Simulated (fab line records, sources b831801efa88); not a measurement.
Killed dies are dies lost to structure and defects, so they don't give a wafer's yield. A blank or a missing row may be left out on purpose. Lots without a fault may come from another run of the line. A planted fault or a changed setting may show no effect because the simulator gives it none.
Problem report in the 8D (eight disciplines) form, filled by code | flow gf180mcu | the parts of the form that need people (team, actions taken, sign-off) are left out

1. THE PROBLEM
HV_LDD_CVD_56_THK at GF_HV_LDD_THK_MEAS_57 reads a mean of 80.4 nm on 3 wafers of 1 lot; wafers without a fault read 89.8 nm with a standard deviation of 1. That is -9.4 standard deviations from the usual mean.
First seen on wafer L468.2, day 16 16:47, on film_metro-04. The record holds 36 wafers of 12 lots with a number at this step. Rule for "out", or "out of limits": more than 4 standard deviations from the usual mean. The other wafers with a number count as sound.

2. WHAT IT IS AND WHAT IT IS NOT
question                    | is                     | is not
which readings at this step | HV_LDD_CVD_56_THK      | -
which lots                  | L468                   | L456, L457, L458, L459, L460, L470, L471, L472, L473, L478, L479
which wafers of those lots  | all that have a number | -
read on which gauges        | film_metro-04          | film_metro-01, film_metro-03
when                        | from day 16 16:47      | up to then (15 sound wafers); but 18 sound wafers of L470, L471, L472, L473, L478, L479 came after

3. SUSPECTS, AND WHAT RULES EACH OUT
Counting: a tool at a process step up to the reading stays a suspect if it ran every lot that is out and no sound lot after the first of them.
- the gauge at GF_HV_LDD_THK_MEAS_57: ruled out. All the wafers that are out were read on film_metro-04, but those of them that GF_HV_LDD_ETCHBACK_58 has rows for are out there too, on other tools.
- cmp-01 at GF_STI_CMP_25 (polishes, stops on Si3N4, t overpolish 33 s, target thk 524.6 nm): ruled out as a lasting fault. Sound lots L470, L471, L478 ran on it after its first lot that is out, L468 (day 4 18:26).
- lpcvd-01 at GF_HV_LDD_CVD_56 (deposits Si3N4 from DCS/NH3, target thk 90 nm, time 1543 s): ruled out as a lasting fault. Sound lots L479 ran on it after its first lot that is out, L468 (day 16 15:21).
Left after counting: nothing in the record.

4. THE CAUSE (what the simulator had put in)
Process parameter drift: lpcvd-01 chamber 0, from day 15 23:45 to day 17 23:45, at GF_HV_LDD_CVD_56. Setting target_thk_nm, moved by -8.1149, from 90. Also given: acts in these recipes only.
Counting ruled it out, wrongly: the rule takes a fault to strike every lot that its tool runs from its start on, and this one did not.

5. THE CHAIN OF EFFECTS, in route order
Each row: a reading whose mean over the struck wafers that have a number lies more than 3 standard deviations from the usual. Only readings for which the record gives a usual standard deviation are gone through. hours: the time from each lot's start at the first step in this table that gives one to its start at this step, as a median over the lots. sigmas: the change in usual standard deviations.
hours | step                  | reading           | usual      | on struck wafers | change | sigmas
0     | GF_HV_LDD_THK_MEAS_57 | HV_LDD_CVD_56_THK | 89.8 nm    | 80.4             | -9.4   | -9.4
2     | GF_HV_LDD_ETCHBACK_58 | oes_product_au    | 0.841 a.u. | 0.790            | -0.051 | -7.2
The process steps in it:
- GF_HV_LDD_ETCHBACK_58: etches Si3N4 in CH3F/O2, stops on SiO2, time 100 s, target depth 90 nm.

6. WHAT WOULD HAVE CAUGHT IT SOONER
In this record the first reading out of limits at a measuring or inspecting step was taken at day 16 16:47, 17 hours after the fault began at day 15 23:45.
Of the tool readings at GF_HV_LDD_CVD_56 for which the record gives a usual standard deviation, none was out on any struck wafer, so an alarm limit of 4 standard deviations on them would not have fired.
